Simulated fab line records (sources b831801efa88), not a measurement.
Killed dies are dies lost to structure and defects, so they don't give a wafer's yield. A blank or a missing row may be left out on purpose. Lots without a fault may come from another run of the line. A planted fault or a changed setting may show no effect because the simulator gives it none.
A struck lot beside a sound one + flow gf180mcu + 16 out of 602 route steps
Sound: these wafers, L691.4, L691.5, L691.6. Wafers L707.1, L707.3, L707.6 were the ones struck. Last of all comes the cause.
Each step with rows lists, per side, the tool, then ch with its chambers, then its first start. Under that, the readings that differ: sound wafers + struck wafers + difference of the means + sigmas: that difference in standard deviations of wafers without a fault.
alike: a reading whose means differ by less than 2 such deviations, as well as words and numbers matching on both sides. not compared: withheld readings; readings where some wafer has no value; bounds like >300 that might hide an equal value; numbers whose values overlap and for which the record gives no deviation.
A row with sigmas, a row that says differs or no value, or rows on one side alone: a step with any of these is where the two part. Numbers that don't overlap but have no deviation are shown without sigmas and don't part them. A reading that every wafer of one side lacks parts them only if that side has two wafers or more.

GF_POLY_GATE_ETCH_13: etches poly-Si in HBr/Cl2, stops on SiO2, target depth 198.5 nm, time 69.6 s.
  sound on rie-si-01 ch 0,1,2, day 11 00:37; struck on rie-si-01 ch 2,3, day 15 18:35
  alike: chamber-pressure-mTorr, drypump-motor-current-A, oes-product-au, throttle-valve-pct
  not compared: rf-hours-counter-h
GF_POLY_GATE_STRIP_14: strips in O2/N2.
  sound on plasma-asher-03 ch 0,1, day 11 00:43; struck on plasma-asher-03 ch 0,1, day 15 18:39
  alike: chamber-pressure-mTorr, drypump-motor-current-A, heater-power-w, oes-product-au
  not compared: rf-hours-counter-h
then, 2 steps without rows for these wafers: GF_POLY_GATE_CLEAN_15 (cleans in SC1/SC2, time 150 s); GF_POLY_GATE_OXIDATION_16 (stabilise 600 s, purge 300 s, target thk 4 nm).
GF_POLY_GATE_THK_MEAS_17:
  sound on film-metro-02, day 11 02:47; struck on film-metro-02, day 15 20:10
  alike: POLY_GATE_OXIDATION_THK
GF_POLY_GATE_CD_MEAS_18:
  sound on cd-sem-02, day 11 02:55; struck on cd-sem-02, day 15 20:13
| reading    | sound             | struck            | difference | sigmas |
|------------|-------------------|-------------------|------------|--------|
| cd-nm (nm) | 281.1 280.1 281.5 | 277.1 278.5 275.6 | -3.8       | -2     |
then, 6 steps without rows for these wafers: GF_HV_LDD_DEHYDRATE_00 (time 60 s); GF_HV_LDD_HMDS_01 (prime time 60 s); GF_HV_LDD_COAT_02 (resist thk 1000 nm); GF_HV_LDD_SOFTBAKE_03 (time 60 s); GF_HV_LDD_EXPOSE_04 (exposes mask Nplus LV AREA, target cd 400 nm); GF_HV_LDD_PEB_05.
GF_HV_LDD_DEVELOP_06: develop time 60 s.
  sound on litho-track-04 ch 0, day 11 21:01; struck on litho-track-01 ch 0, day 16 18:17
  alike: resist-line-temp-C
GF_HV_LDD_CD_MEAS_07: target cd 400 nm.
  sound on cd-sem-01, day 11 21:08; struck on cd-sem-01, day 16 18:26
| reading    | sound             | struck            | difference | sigmas |
|------------|-------------------|-------------------|------------|--------|
| cd-nm (nm) | 395.3 398.8 396.6 | 382.9 380.9 383.6 | -14.4      | -6     |
GF_HV_LDD_OVL_MEAS_08:
  sound on overlay-02, day 11 21:13; struck on overlay-02, day 16 18:34
  alike: HV_LDD_OVL
after that, 1 step had no rows for these wafers: GF_PASSIVATION_PROBE_99.

## WHERE THEY PART
Earliest at GF_POLY_GATE_CD_MEAS_18; latest, in this record, at GF_HV_LDD_CD_MEAS_07. Later steps at which nothing parts them and some readings are alike: GF_HV_LDD_OVL_MEAS_08.

WHY: what had been put in by the simulator
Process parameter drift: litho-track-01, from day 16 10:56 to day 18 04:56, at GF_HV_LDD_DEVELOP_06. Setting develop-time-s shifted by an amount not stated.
